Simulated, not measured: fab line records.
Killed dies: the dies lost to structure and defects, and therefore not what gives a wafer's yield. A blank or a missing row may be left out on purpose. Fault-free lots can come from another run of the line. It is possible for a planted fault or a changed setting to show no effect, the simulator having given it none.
fab line records + flow gf180mcu
[record]
- lots = 12
- wafers = 36
- lastDay = 34
route steps=602 shown NSD@243 SALICIDE@283 CONTACT@311
lots untouched by any fault: they come from a run of this same line in which no faults occurred
startH: start of the lot's first displayed wafer, in hours after the record's first day + waitH: hours elapsed since this lot's preceding step + " as in the row above + L1.1+2: a single row standing in for several wafers + - no value, or no start given + * or withheld: withheld + < > ~ a bound
route shown NAME@n: NAME is a module with steps in the file, n the number in the route of the first one + usual: average and standard deviation across the fault-free wafers + same: alike in all rows + chamber/n: place in a boat + sites: each site's reading + _std_site: their standard deviation + _edge_site: inner sites' mean taken away from outer sites' mean + radiusMm: how far each site lies from the wafer's centre + mask NAME#n: copy n + behind: tool/chamber where the wafer was last shaped + hold: cause of the lot's hold/its duration in hours/its outcome + device: the transistor (n, p or np) that didn't switch + end of line: the tests these same wafers got at the end of their route + a step with no rows: only its recipe + killed: count of dies lost to structure and defects at first sort (not the wafer's yield) + map: per-die view of a wafer (x killed, . not killed, _ where there is no die)
set.NAME: setting as actually run; set.NAME@STEP: the setting as run at that earlier step + model.NAME: the simulator's own value behind a step, which no gauge read
route steps across a sampled set of lots; one table per step, one row per wafer
services: the hour from which a tool's chamber was out of use, counted from the record's first day as startH (under 0 if before that day), plus the number of hours and why
[[steps]]
[step GF_NSD_OVL_MEAS_08]
[usual]
- NSD_OVL = 0.9/1.5
| lot.wafer | tool       | chamber | startH | waitH | NSD_OVL[nm] |
|-----------|------------|---------|--------|-------|-------------|
| L779.1    | overlay-02 | -       | 296.74 | 0.1   | 2.8         |
| L779.3    | "          | -       | "      | "     | 3.2         |
| L779.6    | "          | -       | "      | "     | 2.6         |
| L780.2    | overlay-02 | -       | 302.70 | 0.1   | 1.3         |
| L780.4    | "          | -       | "      | "     | 1.2         |
| L780.5    | "          | -       | "      | "     | 1.0         |
| L781.1    | overlay-02 | -       | 313.94 | 0.1   | 2.2         |
| L781.3    | "          | -       | "      | "     | 2.2         |
| L781.5    | "          | -       | "      | "     | 0.2         |
| L782.2    | overlay-01 | -       | 317.41 | 0.1   | -0.1        |
| L782.4    | "          | -       | "      | "     | -0.1        |
| L782.5    | "          | -       | "      | "     | 0.3         |
| L783.1    | overlay-01 | -       | 329.86 | 0.1   | 1.0         |
| L783.3    | "          | -       | "      | "     | -0.4        |
| L783.5    | "          | -       | "      | "     | -0.9        |
| L784.3    | overlay-02 | -       | 335.51 | 0.1   | 1.0         |
| L784.5    | "          | -       | "      | "     | 2.0         |
| L784.6    | "          | -       | "      | "     | 1.8         |
| L785.2    | overlay-02 | -       | 342.25 | 0.1   | -0.4        |
| L785.3    | "          | -       | "      | "     | 2.4         |
| L785.6    | "          | -       | "      | "     | 1.3         |
| L795.1    | overlay-01 | -       | 429.94 | 0.1   | -1.6        |
| L795.2    | "          | -       | "      | "     | -1.8        |
| L795.3    | "          | -       | "      | "     | -0.5        |
| L796.3    | overlay-02 | -       | 437.55 | 0.1   | 2.5         |
| L796.5    | "          | -       | "      | "     | 2.1         |
| L796.6    | "          | -       | "      | "     | 1.6         |
| L798.1    | overlay-01 | -       | 453.64 | 0.1   | -1.1        |
| L798.3    | "          | -       | "      | "     | -0.6        |
| L798.4    | "          | -       | "      | "     | 0.3         |
| L801.3    | overlay-02 | -       | 473.66 | 0.1   | 0.6         |
| L801.4    | "          | -       | "      | "     | 0.9         |
| L801.6    | "          | -       | "      | "     | 1.1         |
| L802.1    | overlay-01 | -       | 490.15 | 0.1   | -2.1        |
| L802.2    | "          | -       | "      | "     | -2.5        |
| L802.6    | "          | -       | "      | "     | 0.2         |
[step GF_SALICIDE_THK_MEAS_05]
[recipe]
- thkMeasGauge = xrf
- reads = TiN_of_SALICIDE_SPUTTER_03
[usual]
- SALICIDE_TIN_THK = 19.9/0.31
| lot.wafer | tool         | chamber | startH | waitH | SALICIDE_TIN_THK[nm] |
|-----------|--------------|---------|--------|-------|----------------------|
| L779.1    | filmMetro-04 | -       | 339.64 | 0.1   | 19.9                 |
| L779.3    | "            | -       | "      | "     | 20.1                 |
| L779.6    | "            | -       | "      | "     | 19.6                 |
| L780.2    | filmMetro-03 | -       | 345.76 | 0.1   | 19.9                 |
| L780.4    | "            | -       | "      | "     | 20.0                 |
| L780.5    | "            | -       | "      | "     | 19.7                 |
| L781.1    | filmMetro-03 | -       | 357.59 | 0.1   | 19.7                 |
| L781.3    | "            | -       | "      | "     | 20.0                 |
| L781.5    | "            | -       | "      | "     | 19.7                 |
| L782.2    | filmMetro-01 | -       | 361.50 | 0.1   | 20.3                 |
| L782.4    | "            | -       | "      | "     | 20.7                 |
| L782.5    | "            | -       | "      | "     | 20.6                 |
| L783.1    | filmMetro-04 | -       | 374.29 | 0.1   | 19.8                 |
| L783.3    | "            | -       | "      | "     | 19.8                 |
| L783.5    | "            | -       | "      | "     | 19.7                 |
| L784.3    | filmMetro-04 | -       | 381.01 | 0.1   | 19.5                 |
| L784.5    | "            | -       | "      | "     | 19.6                 |
| L784.6    | "            | -       | "      | "     | 19.4                 |
| L785.2    | filmMetro-03 | -       | 387.89 | 0.1   | 20.3                 |
| L785.3    | "            | -       | "      | "     | 19.8                 |
| L785.6    | "            | -       | "      | "     | 19.8                 |
| L795.1    | filmMetro-03 | -       | 479.84 | 0.1   | 19.6                 |
| L795.2    | "            | -       | "      | "     | 19.8                 |
| L795.3    | "            | -       | "      | "     | 20.0                 |
| L796.3    | filmMetro-01 | -       | 487.48 | 0.1   | 20.3                 |
| L796.5    | "            | -       | "      | "     | 20.4                 |
| L796.6    | "            | -       | "      | "     | 20.5                 |
| L798.1    | filmMetro-03 | -       | 502.61 | 0.1   | 19.8                 |
| L798.3    | "            | -       | "      | "     | 20.0                 |
| L798.4    | "            | -       | "      | "     | 19.9                 |
| L801.3    | filmMetro-04 | -       | 523.06 | 0.1   | 20.1                 |
| L801.4    | "            | -       | "      | "     | 19.9                 |
| L801.6    | "            | -       | "      | "     | 19.9                 |
| L802.1    | filmMetro-03 | -       | 537.84 | 0.1   | 19.7                 |
| L802.2    | "            | -       | "      | "     | 19.9                 |
| L802.6    | "            | -       | "      | "     | 19.7                 |
[step GF_SALICIDE_RTA_08]
[recipe]
- tempC = 800
- timeS = 30
- ambient = N2
[usual]
- lampPowerPct = 18.2/0.66
- wafer_temp_C_max = 804.8/0.87
| lot.wafer | tool         | chamber | startH | waitH | lampPowerPct | wafer_temp_C_max |
|-----------|--------------|---------|--------|-------|--------------|------------------|
| L779.1    | rtpAnneal-01 | 0       | 339.90 | 0.0   | 17.3         | 805.0            |
| L779.3    | "            | 0       | "      | "     | 17.3         | 803.7            |
| L779.6    | "            | 0       | "      | "     | 17.3         | 803.5            |
| L780.2    | rtpAnneal-02 | 0       | 346.04 | 0.0   | 18.6         | 804.9            |
| L780.4    | "            | 0       | "      | "     | 18.7         | 806.5            |
| L780.5    | "            | 0       | "      | "     | 18.7         | 806.2            |
| L781.1    | rtpAnneal-02 | 0       | 357.84 | 0.0   | 18.7         | 805.0            |
| L781.3    | "            | 0       | "      | "     | 18.7         | 806.2            |
| L781.5    | "            | 0       | "      | "     | 18.7         | 805.9            |
| L782.2    | rtpAnneal-02 | 0       | 361.76 | 0.0   | 18.6         | 806.5            |
| L782.4    | "            | 0       | "      | "     | 18.7         | 804.3            |
| L782.5    | "            | 0       | "      | "     | 18.7         | 803.5            |
| L783.1    | rtpAnneal-01 | 0       | 374.54 | 0.0   | 17.3         | 805.2            |
| L783.3    | "            | 0       | "      | "     | 17.3         | 804.2            |
| L783.5    | "            | 0       | "      | "     | 17.3         | 804.1            |
| L784.3    | rtpAnneal-01 | 0       | 381.27 | 0.0   | 17.3         | 803.8            |
| L784.5    | "            | 0       | "      | "     | 17.3         | 805.2            |
| L784.6    | "            | 0       | "      | "     | 17.3         | 803.6            |
| L785.2    | rtpAnneal-01 | 0       | 388.14 | 0.0   | 17.3         | 804.5            |
| L785.3    | "            | 0       | "      | "     | 17.3         | 803.2            |
| L785.6    | "            | 0       | "      | "     | 17.3         | 803.8            |
| L795.1    | rtpAnneal-02 | 0       | 480.10 | 0.0   | 18.6         | 804.7            |
| L795.2    | "            | 0       | "      | "     | 18.7         | 807.7            |
| L795.3    | "            | 0       | "      | "     | 18.7         | 805.0            |
| L796.3    | rtpAnneal-01 | 0       | 487.75 | 0.0   | 17.3         | 805.3            |
| L796.5    | "            | 0       | "      | "     | 17.3         | 803.9            |
| L796.6    | "            | 0       | "      | "     | 17.3         | 804.0            |
| L798.1    | rtpAnneal-02 | 0       | 502.87 | 0.0   | 18.7         | 803.7            |
| L798.3    | "            | 0       | "      | "     | 18.6         | 804.3            |
| L798.4    | "            | 0       | "      | "     | 18.7         | 804.8            |
| L801.3    | rtpAnneal-02 | 0       | 523.33 | 0.0   | 18.7         | 805.6            |
| L801.4    | "            | 0       | "      | "     | 18.7         | 805.4            |
| L801.6    | "            | 0       | "      | "     | 18.7         | 806.5            |
| L802.1    | rtpAnneal-02 | 0       | 538.09 | 0.0   | 18.7         | 804.6            |
| L802.2    | "            | 0       | "      | "     | 18.7         | 805.3            |
| L802.6    | "            | 0       | "      | "     | 18.7         | 804.3            |
[step GF_CONTACT_CVD_24]
[recipe]
- material = W
- targetThkNm = 300
- timeS = 90.339
- tempC = 400
- pressureTorr = 40
[usual]
- heaterPowerW = 843/66
- susceptorTempC = 400.01/0.21
| lot.wafer | tool    | chamber | startH | waitH | heaterPowerW | susceptorTempC |
|-----------|---------|---------|--------|-------|--------------|----------------|
| L779.1    | cvdW-01 | 0       | 362.44 | 0.0   | 773          | 400.14         |
| L779.3    | "       | 0       | "      | "     | 747          | 400.20         |
| L779.6    | "       | 1       | "      | "     | 945          | 400.58         |
| L780.2    | cvdW-01 | 0       | 369.12 | 0.0   | 756          | 400.32         |
| L780.4    | "       | 1       | "      | "     | 967          | 399.76         |
| L780.5    | "       | 1       | "      | "     | 960          | 400.46         |
| L781.1    | cvdW-02 | 0       | 381.65 | 0.0   | 813          | 400.32         |
| L781.3    | "       | 1       | "      | "     | 854          | 399.78         |
| L781.5    | "       | 1       | "      | "     | 837          | 400.00         |
| L782.2    | cvdW-01 | 0       | 385.09 | 0.0   | 762          | 399.84         |
| L782.4    | "       | 0       | "      | "     | 759          | 399.83         |
| L782.5    | "       | 0       | "      | "     | 732          | 399.95         |
| L783.1    | cvdW-02 | 1       | 399.25 | 0.0   | 860          | 400.03         |
| L783.3    | "       | 0       | "      | "     | 846          | 400.17         |
| L783.5    | "       | 0       | "      | "     | 851          | 400.22         |
| L784.3    | cvdW-02 | 1       | 405.77 | 0.1   | 845          | 399.69         |
| L784.5    | "       | 1       | "      | "     | 844          | 399.92         |
| L784.6    | "       | 0       | "      | "     | 835          | 399.86         |
| L785.2    | cvdW-02 | 0       | 412.99 | 0.0   | 831          | 399.86         |
| L785.3    | "       | 0       | "      | "     | 822          | 399.90         |
| L785.6    | "       | 0       | "      | "     | 820          | 400.17         |
| L795.1    | cvdW-02 | 1       | 505.66 | 0.0   | 855          | 399.82         |
| L795.2    | "       | 0       | "      | "     | 740          | 376.27         |
| L795.3    | "       | 0       | "      | "     | 744          | 376.47         |
| L796.3    | cvdW-02 | 1       | 512.91 | 0.1   | 834          | 399.92         |
| L796.5    | "       | 0       | "      | "     | 727          | 376.12         |
| L796.6    | "       | 1       | "      | "     | 851          | 399.98         |
| L798.1    | cvdW-01 | 0       | 526.70 | 0.0   | 730          | 399.75         |
| L798.3    | "       | 0       | "      | "     | 731          | 400.01         |
| L798.4    | "       | 1       | "      | "     | 978          | 399.71         |
| L801.3    | cvdW-01 | 1       | 547.13 | 0.1   | 935          | 399.93         |
| L801.4    | "       | 0       | "      | "     | 741          | 399.87         |
| L801.6    | "       | 0       | "      | "     | 731          | 400.09         |
| L802.1    | cvdW-01 | 0       | 571.27 | 0.0   | 709          | 400.18         |
| L802.2    | "       | 1       | "      | "     | 924          | 399.90         |
| L802.6    | "       | 1       | "      | "     | 983          | 400.08         |
[step GF_CONTACT_RS_MEAS_25]
[recipe]
- thkMeasGauge = four-point-probe
- reads = W_of_CONTACT_CVD_24+TiN_of_CONTACT_SPUTTER_23+Ti_of_CONTACT_SPUTTER_22
[usual]
- CONTACT_W_RS = 0.385/0.0046
| lot.wafer | tool         | chamber | startH | waitH | CONTACT_W_RS[ohm/sq] |
|-----------|--------------|---------|--------|-------|----------------------|
| L779.1    | filmMetro-03 | -       | 362.54 | 0.1   | 0.387                |
| L779.3    | "            | -       | "      | "     | 0.386                |
| L779.6    | "            | -       | "      | "     | 0.392                |
| L780.2    | filmMetro-03 | -       | 369.25 | 0.1   | 0.377                |
| L780.4    | "            | -       | "      | "     | 0.389                |
| L780.5    | "            | -       | "      | "     | 0.386                |
| L781.1    | filmMetro-03 | -       | 381.75 | 0.1   | 0.383                |
| L781.3    | "            | -       | "      | "     | 0.381                |
| L781.5    | "            | -       | "      | "     | 0.385                |
| L782.2    | filmMetro-02 | -       | 385.21 | 0.1   | 0.381                |
| L782.4    | "            | -       | "      | "     | 0.381                |
| L782.5    | "            | -       | "      | "     | 0.383                |
| L783.1    | filmMetro-03 | -       | 399.35 | 0.1   | 0.383                |
| L783.3    | "            | -       | "      | "     | 0.376                |
| L783.5    | "            | -       | "      | "     | 0.379                |
| L784.3    | filmMetro-03 | -       | 405.88 | 0.1   | 0.383                |
| L784.5    | "            | -       | "      | "     | 0.385                |
| L784.6    | "            | -       | "      | "     | 0.383                |
| L785.2    | filmMetro-01 | -       | 413.11 | 0.1   | 0.381                |
| L785.3    | "            | -       | "      | "     | 0.383                |
| L785.6    | "            | -       | "      | "     | 0.381                |
| L795.1    | filmMetro-01 | -       | 505.76 | 0.1   | 0.388                |
| L795.2    | "            | -       | "      | "     | 0.588                |
| L795.3    | "            | -       | "      | "     | 0.595                |
| L796.3    | filmMetro-02 | -       | 513.02 | 0.1   | 0.388                |
| L796.5    | "            | -       | "      | "     | 0.612                |
| L796.6    | "            | -       | "      | "     | 0.389                |
| L798.1    | filmMetro-03 | -       | 526.80 | 0.1   | 0.377                |
| L798.3    | "            | -       | "      | "     | 0.375                |
| L798.4    | "            | -       | "      | "     | 0.379                |
| L801.3    | filmMetro-01 | -       | 547.24 | 0.1   | 0.378                |
| L801.4    | "            | -       | "      | "     | 0.385                |
| L801.6    | "            | -       | "      | "     | 0.381                |
| L802.1    | filmMetro-01 | -       | 571.37 | 0.1   | 0.386                |
| L802.2    | "            | -       | "      | "     | 0.381                |
| L802.6    | "            | -       | "      | "     | 0.379                |
[step GF_CONTACT_THK_MEAS_26]
[recipe]
- thkMeasGauge = xrf
- reads = W_of_CONTACT_CVD_24
[usual]
- CONTACT_W_THK = 296/5.1
| lot.wafer | tool         | chamber | startH | waitH | CONTACT_W_THK[nm] |
|-----------|--------------|---------|--------|-------|-------------------|
| L779.1    | filmMetro-03 | -       | 362.66 | 0.1   | 291               |
| L779.3    | "            | -       | "      | "     | 291               |
| L779.6    | "            | -       | "      | "     | 287               |
| L780.2    | filmMetro-03 | -       | 369.36 | 0.1   | 299               |
| L780.4    | "            | -       | "      | "     | 290               |
| L780.5    | "            | -       | "      | "     | 292               |
| L781.1    | filmMetro-03 | -       | 381.87 | 0.1   | 295               |
| L781.3    | "            | -       | "      | "     | 296               |
| L781.5    | "            | -       | "      | "     | 294               |
| L782.2    | filmMetro-02 | -       | 385.32 | 0.1   | 295               |
| L782.4    | "            | -       | "      | "     | 296               |
| L782.5    | "            | -       | "      | "     | 295               |
| L783.1    | filmMetro-03 | -       | 399.47 | 0.1   | 295               |
| L783.3    | "            | -       | "      | "     | 299               |
| L783.5    | "            | -       | "      | "     | 297               |
| L784.3    | filmMetro-03 | -       | 405.98 | 0.1   | 296               |
| L784.5    | "            | -       | "      | "     | 295               |
| L784.6    | "            | -       | "      | "     | 296               |
| L785.2    | filmMetro-01 | -       | 413.22 | 0.1   | 305               |
| L785.3    | "            | -       | "      | "     | 302               |
| L785.6    | "            | -       | "      | "     | 304               |
| L795.1    | filmMetro-01 | -       | 505.88 | 0.1   | 298               |
| L795.2    | "            | -       | "      | "     | 199               |
| L795.3    | "            | -       | "      | "     | 195               |
| L796.3    | filmMetro-02 | -       | 513.12 | 0.1   | 290               |
| L796.5    | "            | -       | "      | "     | 186               |
| L796.6    | "            | -       | "      | "     | 290               |
| L798.1    | filmMetro-03 | -       | 526.92 | 0.1   | 296               |
| L798.3    | "            | -       | "      | "     | 298               |
| L798.4    | "            | -       | "      | "     | 296               |
| L801.3    | filmMetro-01 | -       | 547.34 | 0.1   | 305               |
| L801.4    | "            | -       | "      | "     | 300               |
| L801.6    | "            | -       | "      | "     | 300               |
| L802.1    | filmMetro-01 | -       | 571.49 | 0.1   | 300               |
| L802.2    | "            | -       | "      | "     | 305               |
| L802.6    | "            | -       | "      | "     | 305               |
[step GF_CONTACT_CMP_27]
[recipe]
- stopOn = SiO2
- downForcePsi = 3.5
- platenRpm = 60
- tOverpolishS = 15
- targetThkNm = 0
- padVelocityMS = 0.94248
[usual]
- motorCurrentA = 11.0/1.4
- timeToEndpointS = 73/3.5
| lot.wafer | tool   | chamber | startH | waitH | motorCurrentA | timeToEndpointS |
|-----------|--------|---------|--------|-------|---------------|-----------------|
| L779.3    | cmp-02 | 1       | 362.82 | 0.1   | 12.5          | 73              |
| L779.1    | "      | 2       | "      | "     | 13.4          | 74              |
| L779.6    | "      | 3       | "      | "     | 9.5           | 66              |
| L780.2    | cmp-02 | 2       | 369.67 | 0.3   | 13.4          | 76              |
| L780.4    | "      | 0       | "      | "     | 11.5          | 75              |
| L780.5    | "      | 1       | "      | "     | 13.3          | 70              |
| L781.3    | cmp-01 | 2       | 381.98 | 0.1   | 10.4          | 68              |
| L781.1    | "      | 0       | "      | "     | 10.5          | 75              |
| L781.5    | "      | 1       | "      | "     | 9.6           | 76              |
| L782.4    | cmp-02 | 0       | 385.37 | 0.0   | 11.0          | 72              |
| L782.2    | "      | 3       | "      | "     | 9.8           | 67              |
| L782.5    | "      | 1       | "      | "     | 12.7          | 72              |
| L783.3    | cmp-02 | 2       | 399.53 | 0.0   | 13.6          | 78              |
| L783.1    | "      | 1       | "      | "     | 12.1          | 70              |
| L783.5    | "      | 2       | "      | "     | 13.3          | 76              |
| L784.3    | cmp-02 | 2       | 408.72 | 2.7   | 13.4          | 78              |
| L784.6    | "      | 3       | "      | "     | 10.1          | 71              |
| L784.5    | "      | 0       | "      | "     | 11.2          | 73              |
| L785.3    | cmp-01 | 2       | 413.32 | 0.1   | 11.1          | 71              |
| L785.2    | "      | 0       | "      | "     | 11.1          | 74              |
| L785.6    | "      | 2       | "      | "     | 10.1          | 70              |
| L795.3    | cmp-02 | 0       | 505.99 | 0.1   | 11.4          | 46              |
| L795.2    | "      | 1       | "      | "     | 12.8          | 51              |
| L795.1    | "      | 2       | "      | "     | 13.3          | 74              |
| L796.3    | cmp-02 | 3       | 513.16 | 0.0   | 10.0          | 71              |
| L796.6    | "      | 3       | "      | "     | 9.4           | 68              |
| L796.5    | "      | 0       | "      | "     | 11.2          | 49              |
| L798.1    | cmp-02 | 1       | 526.98 | 0.1   | 12.3          | 76              |
| L798.4    | "      | 3       | "      | "     | 9.8           | 73              |
| L798.3    | "      | 0       | "      | "     | 10.7          | 74              |
| L801.3    | cmp-02 | 2       | 547.38 | 0.0   | 13.1          | 80              |
| L801.4    | "      | 1       | "      | "     | 12.4          | 73              |
| L801.6    | "      | 2       | "      | "     | 13.9          | 75              |
| L802.2    | cmp-01 | 1       | 571.60 | 0.1   | 8.7           | 76              |
| L802.1    | "      | 2       | "      | "     | 11.2          | 69              |
| L802.6    | "      | 1       | "      | "     | 9.7           | 77              |
[[services]]
| tool         | chamber | startH | hours | kind                          |
|--------------|---------|--------|-------|-------------------------------|
| cmp-02       | -       | 343.54 | 1.1   | repair                        |
| cvdW-02      | 1       | 346.20 | 4.2   | repair                        |
| cmp-01       | -       | 354.23 | 2.0   | repair                        |
| cmp-01       | -       | 367.77 | 3.6   | pm                            |
| cmp-02       | -       | 376.52 | 3.6   | repair                        |
| cvdW-01      | -       | 390.00 | 14.0  | pm                            |
| cvdW-01      | 0       | 390.00 | 14.0  | ventCycle                     |
| cvdW-01      | 1       | 390.00 | 14.0  | ventCycle                     |
| cvdW-01      | 0       | 404.00 | -     | clean                         |
| cvdW-01      | 1       | 404.00 | -     | clean                         |
| cmp-02       | -       | 404.27 | 4.0   | pm                            |
| cmp-01       | -       | 405.36 | 3.6   | repair                        |
| cmp-02       | -       | 408.27 | -     | consumableReplace:conditioner |
| cmp-02       | -       | 408.27 | -     | consumableReplace:pad         |
| cmp-01       | -       | 427.27 | 2.4   | repair                        |
| cmp-01       | -       | 451.44 | 3.9   | repair                        |
| cmp-01       | -       | 455.34 | 6.7   | pm                            |
| rtpAnneal-01 | -       | 502.26 | 64.8  | pm                            |
| cmp-01       | -       | 511.30 | 1.7   | repair                        |
| cvdW-01      | -       | 513.03 | 4.3   | pm                            |
| cmp-02       | -       | 556.30 | 5.4   | pm                            |
| cmp-02       | -       | 566.81 | 1.6   | repair                        |
[[key]]
[firstSign]
- step = GF_CONTACT_CVD_24
- reading = susceptorTempC
- direction = down
- sigmas = 99+
- usual = *
- struck = *
[effect]
- step = GF_CONTACT_RS_MEAS_25
- reading = CONTACT_W_RS
- direction = up
- sigmas = 47
- usual = 0.385
- struck = 0.598
[effect]
- step = GF_CONTACT_THK_MEAS_26
- reading = CONTACT_W_THK
- direction = down
- sigmas = 20
- usual = 296
- struck = 193
[effect]
- step = GF_CONTACT_CMP_27
- reading = timeToEndpointS
- direction = down
- sigmas = 6.9
- usual = *
- struck = *
metAt GF_CONTACT_CVD_24
struckLots L795,L796
struckWafers L795.2,L795.3,L796.5
testerLeftOut L795,L796
notActingAt GF_NSD_OVL_MEAS_08,GF_SALICIDE_THK_MEAS_05,GF_SALICIDE_RTA_08
onsetBetween 412.99 505.66
[fault]
- kind = processParameterDrift
- tool = cvdW-02
- chamber = 0
- onsetH = 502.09
- steps = GF_CONTACT_CVD_24
- channel = tempC
- offset = *
- shape = step
- endH = 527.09
- actsIn = *
- stated = *
// testerLeftOut: of these lots the tester's yield and bins aren't shown, on N5 and GAA mostly nor the transistor test; their killed dies are dies lost to structure and defects alone, not to doping, threshold or leakage, so they don't give the yield
